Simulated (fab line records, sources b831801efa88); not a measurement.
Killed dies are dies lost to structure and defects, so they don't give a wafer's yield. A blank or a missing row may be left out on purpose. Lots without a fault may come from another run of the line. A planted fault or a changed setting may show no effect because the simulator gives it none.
A struck lot beside a sound one | flow sky130 | 43 steps out of a route of 708
Sound: wafers L501.2, L501.4, L501.5. Struck: wafers L517.1, L517.4, L517.6. The cause comes at the end.
At each step with rows: each side's tool, then ch and its chambers, then its first start. Under that, the readings that differ: sound wafers | struck wafers | difference of the means | sigmas: that difference in standard deviations of wafers without a fault.
alike: readings whose means differ by less than 2 such deviations, and words and numbers that are the same on both sides. not compared: withheld readings, readings that some wafer has no value for, bounds like >300 that may hide the same value, and numbers for which the record gives no deviation and whose values overlap.
The two part at a step that has a row with sigmas, a row that says differs or no value, or rows on one side only. Numbers that don't overlap but have no deviation are shown without sigmas and don't part them. A reading that every wafer of one side lacks parts them only if that side has two wafers or more.

first, 6 steps without rows for these wafers: SKY_VIA2_STRIP_16 (strips in O2/N2); SKY_VIA2_STRIP_17 (strips in post etch residue remover, time 1200 s); SKY_VIA2_CLEAN_18 (cleans in IPA, time 180 s); SKY_VIA2_CLEAN_19 (cleans in O3/DIW); SKY_VIA2_SPUTTER_20 (material TiN, target thk 20 nm, time 80 s); SKY_VIA2_CVD_21 (deposits W, target thk 420 nm, time 126.4 s).
SKY_VIA2_RS_MEAS_22: measures by four-point-probe.
  sound on film_metro-03, day 37 15:53; struck on film_metro-01, day 42 10:22
  reading            | sound                | struck               | difference | sigmas
  VIA2_W_RS (ohm/sq) | 0.2752 0.2739 0.2707 | 0.2831 0.2809 0.2775 | +0.0072    | +2
SKY_VIA2_THK_MEAS_23: measures by xrf.
  sound on film_metro-03, day 37 16:00; struck on film_metro-01, day 42 10:29
  alike: VIA2_W_THK
SKY_VIA2_CMP_24: polishes, stops on SiO2, t overpolish 20 s, target thk 0 nm.
  sound on cmp-02 ch 2,3, day 37 16:03; struck on cmp-02 ch 0,3, day 42 10:35
  alike: motor_current_A, overpolish_run_s, platen_rpm, slurry_flow_ml_min, time_to_endpoint_s
SKY_METAL3_SPUTTER_00: material Ti, target thk 15 nm, time 10 s.
  sound on pvd_sputter-03, day 37 16:21; struck on pvd_sputter-04, day 42 10:50
  alike: throttle_valve_pct
SKY_METAL3_SPUTTER_01: material TiN, target thk 20 nm, time 16.7 s.
  sound on pvd_sputter-03, day 37 16:22; struck on pvd_sputter-04, day 42 10:52
  alike: throttle_valve_pct
then, 1 step without rows for these wafers: SKY_METAL3_SPUTTER_02 (material AlCu, target thk 735 nm, time 39.1 s).
SKY_METAL3_SPUTTER_03: material Ti, target thk 5 nm, time 3.3 s.
  sound on pvd_sputter-03, day 37 16:26; struck on pvd_sputter-04, day 42 10:56
  alike: throttle_valve_pct
SKY_METAL3_SPUTTER_04: material TiN, target thk 70 nm, time 58.3 s.
  sound on pvd_sputter-03, day 37 16:27; struck on pvd_sputter-04, day 42 10:57
  alike: throttle_valve_pct
then, 1 step without rows for these wafers: SKY_CAPM_CVD_00 (deposits SiO2, target thk 15.5 nm).
SKY_CAPM_THK_MEAS_01:
  sound on film_metro-02, day 37 16:32; struck on film_metro-04, day 42 11:01
  alike: CAPM_CVD_00_THK
SKY_CAPM_SPUTTER_02: material TiN, target thk 200 nm, time 166.7 s.
  sound on pvd_sputter-01, day 37 16:35; struck on pvd_sputter-02, day 42 11:05
  alike: throttle_valve_pct
SKY_CAPM_RS_MEAS_03: measures by four-point-probe.
  sound on film_metro-04, day 37 16:43; struck on film_metro-04, day 42 11:11
  alike: CAPM_TIN_RS
SKY_CAPM_THK_MEAS_04: measures by xrf.
  sound on film_metro-04, day 37 16:49; struck on film_metro-04, day 42 11:19
  alike: CAPM_TIN_THK
then, 7 steps without rows for these wafers: SKY_CAPM_DEHYDRATE_05 (time 60 s); SKY_CAPM_HMDS_06 (prime time 60 s); SKY_CAPM_COAT_07 (resist thk 1140 nm); SKY_CAPM_SOFTBAKE_08 (time 60 s); SKY_CAPM_EXPOSE_09 (exposes mask CAPM, target cd 1000 nm); SKY_CAPM_PEB_10; SKY_CAPM_DEVELOP_11 (develop time 60 s).
SKY_CAPM_OVL_MEAS_12:
  sound on overlay-02, day 38 17:44; struck on overlay-02, day 43 10:24
  alike: CAPM_OVL
then, 13 steps without rows for these wafers: SKY_CAPM_METAL_ETCH_13 (etches TiN in Cl2/BCl3, stops on SiO2, target depth 220 nm, time 62.9 s); SKY_CAPM_STRIP_14 (strips in O2/N2); SKY_CAPM_STRIP_15 (strips in post etch residue remover, time 1200 s); SKY_CAPM_CLEAN_16 (cleans in IPA, time 180 s); SKY_CAPM_CLEAN_17 (cleans in O3/DIW); SKY_METAL3_DEHYDRATE_05 (time 60 s); SKY_METAL3_HMDS_06 (prime time 60 s); SKY_METAL3_COAT_07 (resist thk 60 nm); SKY_METAL3_COAT_08 (resist thk 1140 nm); SKY_METAL3_SOFTBAKE_09 (time 90 s); SKY_METAL3_EXPOSE_10 (exposes mask MM3, target cd 300 nm); SKY_METAL3_PEB_11; SKY_METAL3_DEVELOP_12 (develop time 60 s).
SKY_METAL3_CD_MEAS_13: target cd 300 nm.
  sound on cd_sem-01, day 39 19:08; struck on cd_sem-01, day 44 09:24
  alike: cd_nm
SKY_METAL3_OVL_MEAS_14:
  sound on overlay-02, day 39 19:15; struck on overlay-02, day 44 09:31
  alike: METAL3_OVL
-- the record jumps here: 6 days lie between the struck wafers' starts before and after (it left off in module METAL3 and takes up again in module PAD_OPEN, whose first step shown is number 708 of the route) --
SKY_PAD_OPEN_PROBE_99:
  sound on prober-01, day 46 20:44; struck on prober-01, day 50 10:24
  reading                               | sound             | struck                                                                     | difference                   | sigmas
  hold                                  | - - -             | await_dispo/4.8h/release await_dispo/4.8h/release await_dispo/4.8h/release | no value on the sound wafers |
  killed_at_M0_to_M3                    | 49 52 57          | 64 74 72                                                                   | +17                          | +3
  sort_bin_3_pad_short (%)              | 2.0 0 0.6         | 2.4 2.2 4.1                                                                | +2.0                         | +5
  model.etest.tester.sort_n_pass        | 395 395 396       | 382 370 385                                                                | -16                          |
  model.etest.tester.sort_yield_pct (%) | 80.28 80.28 80.49 | 77.64 75.2 78.25                                                           | -3.32                        |
  model.etest.tester.sort_bin_5_pct (%) | 10.98 10.77 11.18 | 13.41 14.43 12.2                                                           | +2.37                        |
  model.etest.tester.sort_bin_3_pct (%) | 2.033 0 0.6098    | 2.439 2.236 4.065                                                          | +2.032                       |
  alike: defect_limited_yield, killed_at_M4_up, killed_at_contacts, killed_at_front_end, killed_at_other, killed_dies, killed_open, killed_short, sort_bin_5_function, sort_bin_6_memory, sort_n_pass, sort_yield_pct

WHERE THEY PART
First at SKY_VIA2_RS_MEAS_22; last, within this record, at SKY_PAD_OPEN_PROBE_99.

WHY: what the simulator had put in
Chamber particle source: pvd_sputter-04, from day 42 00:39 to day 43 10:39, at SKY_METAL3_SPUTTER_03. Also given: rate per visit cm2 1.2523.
